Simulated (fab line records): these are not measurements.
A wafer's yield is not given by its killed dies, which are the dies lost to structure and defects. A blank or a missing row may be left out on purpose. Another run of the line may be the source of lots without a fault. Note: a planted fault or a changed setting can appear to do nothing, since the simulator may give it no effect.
Struck lot and sound lot, side by side || flow sfqLine || 28 steps out of a route of 325
Sound: wafers L981.3, L981.4, L981.6. Struck: wafer L985.5. (L985.2, L985.6 of the same lot were not struck and are left out.) The cause comes at the end.
For every step that has rows: the tool of each side, followed by ch and its chambers, followed by its first start. Under that, the readings that differ: sound wafers || struck wafers || difference of the means || sigmas: that difference in standard deviations of wafers without a fault.
alike: readings whose means differ by less than 2 such deviations, and words and numbers that are the same on both sides. not compared: withheld readings, readings that some wafer has no value for, bounds like >300 that may hide the same value, and numbers for which the record gives no deviation and whose values overlap.
A row with sigmas, a row that says differs or no value, or rows on one side alone: a step with any of these is where the two part. Numbers that have no deviation but don't overlap get no sigmas and don't part them. A reading that every wafer of one side lacks parts them only if that side has two wafers or more.

first, 6 steps without rows for these wafers: SFQ_TRILAYER_M0_LITHO_COAT_026 (resist thk 62 nm); SFQ_TRILAYER_M0_LITHO_COAT_021 (resist thk 600 nm); SFQ_TRILAYER_M0_LITHO_SOFTBAKE_025; SFQ_TRILAYER_M0_LITHO_EXPOSE_022 (exposes mask M0, target cd 500 nm); SFQ_TRILAYER_M0_LITHO_PEB_024 (peb time 60 s); SFQ_TRILAYER_M0_LITHO_DEVELOP_023 (time 60 s).
SFQ_M0_OVL_MEAS_906:
  sound on overlay-02, day 12 20:23; struck on overlay-01, day 14 05:31
  alike: M0_OVL
SFQ_TRILAYER_M0_BARC_OPEN_METAL_ETCH_031: etches BARC in O2, target depth 125 nm, time 41.7 s.
  sound on rieMetal-02 ch 0,1, day 12 20:26; struck on rieMetal-02 ch 1, day 14 05:33
  alike: drypumpMotorCurrentA, oesProductAu
  not compared: rfHoursCounterH
SFQ_TRILAYER_M0_ETCH_METAL_ETCH_024: etches Nb in Cl2/Ar, stops on SiO2, target depth 240 nm, time 120 s.
  sound on rieMetal-02 ch 0,1, day 12 20:31; struck on rieMetal-02 ch 1, day 14 05:37
  alike: drypumpMotorCurrentA, oesProductAu
  not compared: rfHoursCounterH
SFQ_TRILAYER_M0_STRIP_STRIP_025: strips in O2.
  sound on rieMetal-02 ch 0,1, day 12 20:47; struck on rieMetal-02 ch 1, day 14 05:44
  alike: drypumpMotorCurrentA, oesProductAu
  not compared: rfHoursCounterH
then, 2 steps without rows for these wafers: SFQ_TRILAYER_M0_STRIP_SOLV_CLEAN_026 (cleans in NMP, time 600 s); SFQ_TRILAYER_I0_DEP_PECVD_027 (deposits SiO2 from SiH4/N2O, time 111.11 s, target thk 500 nm).
SFQ_TRILAYER_I0_CMP_CMP_028: polishes SiO2.
  sound on cmp-01 ch 0,2, day 12 21:28; struck on cmp-02 ch 0, day 14 08:05
{"reading": "motorCurrentA (A)", "sound": "10.8 10.3 10.1", "struck": 9.0, "difference": -1.4, "sigmas": -3}
{"reading": "model.SiO2_of_TRILAYER_I0_DEP_PECVD_027.thkNm (nm)", "sound": "199 198.6 199.3", "struck": 217.1, "difference": "+18.1", "sigmas": ""}
  alike: timeToEndpointS
SFQ_I0_BOW_MEAS_907:
  sound on filmMetro-04, day 13 00:30; struck on filmMetro-01, day 14 09:37
  alike: I0_BOW
SFQ_TRILAYER_I0_METRO_MEASURE_029:
  sound on filmMetro-04, day 13 00:59; struck on filmMetro-01, day 14 09:55
{"reading": "thkNm (nm)", "sound": "199.0 198.6 199.4", "struck": 217.1, "difference": "+18.1", "sigmas": "+15"}
then, 6 steps without rows for these wafers: SFQ_TRILAYER_I0_VIA_LITHO_COAT_036 (resist thk 62 nm); SFQ_TRILAYER_I0_VIA_LITHO_COAT_031 (resist thk 650 nm); SFQ_TRILAYER_I0_VIA_LITHO_SOFTBAKE_035; SFQ_TRILAYER_I0_VIA_LITHO_EXPOSE_032 (exposes mask I0, target cd 500 nm); SFQ_TRILAYER_I0_VIA_LITHO_PEB_034 (peb time 60 s); SFQ_TRILAYER_I0_VIA_LITHO_DEVELOP_033 (time 60 s).
-- the record jumps here: 5 days lie between the struck wafers' starts before and after --
SFQ_I0_OVL_MEAS_908:
  sound on overlay-02, day 18 15:14; struck on overlay-01, day 19 21:47
{"reading": "I0_OVL (nm)", "sound": "-3 -2 -12", "struck": 6, "difference": "+12", "sigmas": "+2"}
SFQ_TRILAYER_I0_VIA_BARC_OPEN_VIA_ETCH_046: etches BARC in O2, target depth 125 nm, time 41.7 s.
  sound on rieDiel-02 ch 1,3, day 18 15:15; struck on rieDiel-02 ch 3, day 19 21:49
  alike: drypumpMotorCurrentA, oesProductAu
  not compared: rfHoursCounterH
SFQ_TRILAYER_I0_VIA_ETCH_VIA_ETCH_034: etches SiO2 in CHF3, stops on Nb, target depth 260 nm.
  sound on rieDiel-02 ch 1,3, day 18 15:17; struck on rieDiel-02 ch 3, day 19 21:52
{"reading": "oesProductAu (a.u.)", "sound": "0.845 0.856 0.851", "struck": 0.903, "difference": "+0.052", "sigmas": "+9"}
{"reading": "model.I0.featureDepthNm (nm)", "sound": "199 198.6 199.3", "struck": 217.1, "difference": "+18.1", "sigmas": ""}
{"reading": "model.etch.depthNm (nm)", "sound": "199 198.6 199.3", "struck": 217.1, "difference": "+18.1", "sigmas": ""}
  alike: drypumpMotorCurrentA
then, 2 steps without rows for these wafers: SFQ_TRILAYER_I0_VIA_STRIP_STRIP_035 (strips in O2); SFQ_TRILAYER_I0_VIA_STRIP_SOLV_CLEAN_036 (cleans in NMP, time 600 s).
SFQ_TRILAYER_M1_DEP_PRE_CLEAN_038: time 22.5 s.
  sound on pvdSputter-05, day 18 16:11; struck on pvdSputter-03, day 19 23:21
{"reading": "model.SiO2_of_TRILAYER_I0_DEP_PECVD_027.thkNm (nm)", "sound": "191.5 191.1 191.8", "struck": 209.6, "difference": "+18.1", "sigmas": ""}
SFQ_TRILAYER_M1_DEP_SPUTTER_037: material Nb, target thk 200 nm, time 133.3 s.
  sound on pvdSputter-05, day 18 16:13; struck on pvdSputter-03, day 19 23:23
  alike: throttleValvePct

== WHERE THEY PART ==
Earliest at SFQ_TRILAYER_I0_CMP_CMP_028; latest, in this record, at SFQ_TRILAYER_I0_VIA_ETCH_VIA_ETCH_034. Later steps at which nothing parts them and some readings are alike: SFQ_TRILAYER_M1_DEP_SPUTTER_037.

WHY: whatever the simulator had introduced
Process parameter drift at SFQ_TRILAYER_I0_CMP_CMP_028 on cmp-02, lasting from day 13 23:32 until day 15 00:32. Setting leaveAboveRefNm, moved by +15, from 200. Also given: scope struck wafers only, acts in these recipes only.
